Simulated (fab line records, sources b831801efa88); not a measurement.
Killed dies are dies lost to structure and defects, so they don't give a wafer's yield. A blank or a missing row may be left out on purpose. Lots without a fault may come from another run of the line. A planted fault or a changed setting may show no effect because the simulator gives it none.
Which tool did it? | flow gf180mcu | 12 lots, 36 wafers sampled, at 5 steps of a route of 602

WHAT THE GAUGES READ, wafer by wafer
GF_STI_BOW_MEAS_00. Usual: INCOMING_BOW 0 um, standard deviation 6.1.
lot  | measured    | on            | INCOMING_BOW (um) | flag
L167 | day 1 10:02 | film_metro-02 | 11 -11 6          |
L168 | day 1 15:00 | film_metro-02 | -16 -2 11         |
L170 | day 2 01:01 | film_metro-04 | -9 -2 3           |
L172 | day 2 11:00 | film_metro-02 | -2 -4 -15         |
L173 | day 2 16:01 | film_metro-02 | -1 8 -13          |
L174 | day 2 21:00 | film_metro-04 | -10 -1 -4         |
L177 | day 3 12:00 | film_metro-02 | -2 -1 6           |
L181 | day 4 08:01 | film_metro-01 | 7 10 2            |
L183 | day 4 18:00 | film_metro-04 | 3 7 -8            |
L188 | day 5 19:01 | film_metro-01 | 9 -2 1            |
L189 | day 6 00:02 | film_metro-01 | 7 -7 -1           |
L190 | day 6 05:00 | film_metro-04 | 1 -1 -1           |

GF_VT_IMPLANT_OVL_MEAS_40. Usual: VT_IMPLANT_03_OVL 0.4 nm, standard deviation 1.4.
lot  | measured     | on         | VT_IMPLANT_03_OVL (nm) | flag
L167 | day 7 12:58  | overlay-02 | 0.2 -1.4 1.1           |
L168 | day 7 20:48  | overlay-01 | 2.0 4.1 0.9            |
L170 | day 8 12:24  | overlay-01 | 0.5 -0.5 -0.4          |
L172 | day 8 22:09  | overlay-02 | - - -                  | OFF
L173 | day 9 01:34  | overlay-02 | - - -                  | OFF
L174 | day 9 10:06  | overlay-02 | - - -                  | OFF
L177 | day 10 11:33 | overlay-01 | -0.4 1.3 1.3           |
L181 | day 11 20:49 | overlay-02 | 2.0 2.2 1.3            |
L183 | day 12 08:02 | overlay-02 | 3.0 1.7 3.3            |
L188 | day 13 09:45 | overlay-01 | 2.4 2.3 1.1            |
L189 | day 13 21:49 | overlay-02 | 0.6 2.0 -1.2           |
L190 | day 14 03:12 | overlay-01 | -0.7 -1.5 -1.5         |

WHICH TOOL RAN EACH LOT (tool, then ch and the chambers of the sampled wafers, then the start)
lot  | GF_DNWELL_STRIP_08                  | GF_MVPSD_STRIP_10                    | GF_VT_IMPLANT_COAT_35
L167 | plasma_asher-01 ch 0,1, day 2 20:20 | plasma_asher-04 ch 0,1, day 5 02:52  | litho_track-04 ch 0, day 7 05:15
L168 | plasma_asher-03 ch 0,1, day 3 02:18 | plasma_asher-01 ch 0,1, day 5 08:23  | litho_track-02 ch 0, day 7 12:45
L170 | plasma_asher-03 ch 0,1, day 3 14:19 | plasma_asher-04 ch 0,1, day 5 20:46  | litho_track-04 ch 0, day 8 03:52
L172 | plasma_asher-01 ch 1, day 3 22:08   | plasma_asher-04 ch 1, day 6 07:08    | litho_track-01, day 8 13:21
L173 | plasma_asher-01 ch 0,1, day 4 01:33 | plasma_asher-04 ch 0,1, day 6 09:58  | litho_track-01, day 8 17:05
L174 | plasma_asher-03 ch 0,1, day 4 07:56 | plasma_asher-04 ch 0,1, day 6 17:05  | litho_track-04, day 9 01:06
L177 | plasma_asher-01 ch 0,1, day 5 02:32 | plasma_asher-03 ch 0,1, day 7 15:20  | litho_track-01 ch 0, day 10 02:51
L181 | plasma_asher-04 ch 0,1, day 6 03:16 | plasma_asher-01 ch 0,1, day 8 20:43  | litho_track-01 ch 0, day 11 11:02
L183 | plasma_asher-03 ch 0,1, day 6 12:43 | plasma_asher-01 ch 0,1, day 9 06:59  | litho_track-04 ch 0, day 11 22:14
L188 | plasma_asher-01 ch 0,1, day 7 09:45 | plasma_asher-04 ch 0,1, day 10 04:41 | litho_track-01 ch 0, day 12 23:11
L189 | plasma_asher-01 ch 0,1, day 7 18:37 | plasma_asher-03 ch 0,1, day 10 16:37 | litho_track-01 ch 0, day 13 11:30
L190 | plasma_asher-04 ch 1, day 7 22:15   | plasma_asher-01 ch 1, day 10 20:59   | litho_track-01 ch 0, day 13 16:51
- GF_DNWELL_STRIP_08: strips in O2/N2.
- GF_MVPSD_STRIP_10: strips in O2/N2.
- GF_VT_IMPLANT_COAT_35: resist thk 1000 nm.

WHAT THE TOOLS THEMSELVES READ (means of the sampled wafers that have a number; where no wafer has one, the mark that the record gives instead)
GF_DNWELL_STRIP_08. Usual: drypump_motor_current_A 5.6 A, standard deviation 0.42; heater_power_w 363 W, standard deviation 26; oes_product_au 0.722 a.u., standard deviation 0.0049; strip_time_to_endpoint_s 36.98 s, standard deviation 0.11.
lot  | tool            | drypump_motor_current_A (A) | heater_power_w (W) | oes_product_au (a.u.) | strip_time_to_endpoint_s (s) | flag
L167 | plasma_asher-01 | 5.4                         | 348                | 0.724                 | 36.87                        |
L168 | plasma_asher-03 | 5.8                         | 358                | 0.723                 | 36.95                        |
L170 | plasma_asher-03 | 6.0                         | 357                | 0.725                 | 37.03                        |
L172 | plasma_asher-01 | 5.1                         | 402                | 0.720                 | 37.01                        |
L173 | plasma_asher-01 | 5.3                         | 375                | 0.720                 | 36.88                        |
L174 | plasma_asher-03 | 6.0                         | 353                | 0.719                 | 37.14                        |
L177 | plasma_asher-01 | 5.3                         | 376                | 0.719                 | 37.04                        |
L181 | plasma_asher-04 | 5.8                         | 372                | 0.718                 | 36.99                        |
L183 | plasma_asher-03 | 5.8                         | 354                | 0.725                 | 36.99                        |
L188 | plasma_asher-01 | 5.4                         | 354                | 0.722                 | 36.92                        |
L189 | plasma_asher-01 | 5.4                         | 359                | 0.726                 | 36.87                        |
L190 | plasma_asher-04 | 5.9                         | 369                | 0.719                 | 37.01                        |

GF_MVPSD_STRIP_10. Usual: drypump_motor_current_A 5.7 A, standard deviation 0.38; heater_power_w 363 W, standard deviation 23; oes_product_au 0.722 a.u., standard deviation 0.0051; strip_time_to_endpoint_s 36.95 s, standard deviation 0.082.
lot  | tool            | drypump_motor_current_A (A) | heater_power_w (W) | oes_product_au (a.u.) | strip_time_to_endpoint_s (s) | flag
L167 | plasma_asher-04 | 5.6                         | 364                | 0.719                 | 36.93                        |
L168 | plasma_asher-01 | 5.4                         | 359                | 0.725                 | 36.90                        |
L170 | plasma_asher-04 | 5.6                         | 363                | 0.719                 | 36.97                        |
L172 | plasma_asher-04 | 5.9                         | 364                | 0.723                 | 36.89                        |
L173 | plasma_asher-04 | 5.6                         | 364                | 0.720                 | 36.96                        |
L174 | plasma_asher-04 | 5.6                         | 362                | 0.721                 | 36.99                        |
L177 | plasma_asher-03 | 5.7                         | 357                | 0.724                 | 36.96                        |
L181 | plasma_asher-01 | 5.3                         | 381                | 0.722                 | 37.00                        |
L183 | plasma_asher-01 | 5.3                         | 386                | 0.723                 | 36.86                        |
L188 | plasma_asher-04 | 5.6                         | 363                | 0.723                 | 36.85                        |
L189 | plasma_asher-03 | 5.8                         | 357                | 0.723                 | 37.04                        |
L190 | plasma_asher-01 | 5.1                         | 415                | 0.717                 | 36.82                        |

GF_VT_IMPLANT_COAT_35. Usual: chill_plate_temp_C 23.03 C, standard deviation 0.11; dispense_pressure_kPa 51.3 kPa, standard deviation 1.2; spin_speed_rpm 3000.3 rpm, standard deviation 2.
lot  | tool           | chill_plate_temp_C (C) | dispense_pressure_kPa (kPa) | spin_speed_rpm (rpm) | flag
L167 | litho_track-04 | 22.94                  | 51.2                        | 2999.8               |
L168 | litho_track-02 | 23.03                  | 53.5                        | 3000.3               |
L170 | litho_track-04 | 23.02                  | 51.1                        | 2999.9               |
L172 | litho_track-01 | -                      | -                           | -                    | OFF
L173 | litho_track-01 | -                      | -                           | -                    | OFF
L174 | litho_track-04 | -                      | -                           | -                    | OFF
L177 | litho_track-01 | 23.22                  | 49.9                        | 3000.2               |
L181 | litho_track-01 | 23.11                  | 49.9                        | 2997.1               |
L183 | litho_track-04 | 23.12                  | 51.2                        | 3001.2               |
L188 | litho_track-01 | 22.96                  | 49.9                        | 3001.8               |
L189 | litho_track-01 | 23.02                  | 49.9                        | 3000.0               |
L190 | litho_track-01 | 23.23                  | 49.9                        | 3000.1               |

THE ANSWER, worked out from the rows above alone
Rule: a lot is off if the mean of its wafers that have a number lies more than 3 standard deviations from the usual mean. A lot without any number at a reading at which 4 lots or more have one is off too. The other lots that the step has rows for count as sound. The gauges are gone through in route order, then the tools' own readings, and for those a lot's mean is taken as printed above. The first step at which some lot is off is used, and at that step the reading that is off furthest; a lot without a number counts as furthest.
Off: L172, L173, L174, at GF_VT_IMPLANT_OVL_MEAS_40 (VT_IMPLANT_03_OVL). Without a number there: L172, L173, L174.
A tool fits if, at a process step before that reading, it ran every lot that is off, and no sound lot after the first of them. The gauges at GF_VT_IMPLANT_OVL_MEAS_40 aren't tried: what is off there is off at GF_VT_IMPLANT_COAT_35 too, on other tools, and a gauge's error can't cause that. None of those tried fits.

WHAT THE SIMULATOR HAD PUT IN
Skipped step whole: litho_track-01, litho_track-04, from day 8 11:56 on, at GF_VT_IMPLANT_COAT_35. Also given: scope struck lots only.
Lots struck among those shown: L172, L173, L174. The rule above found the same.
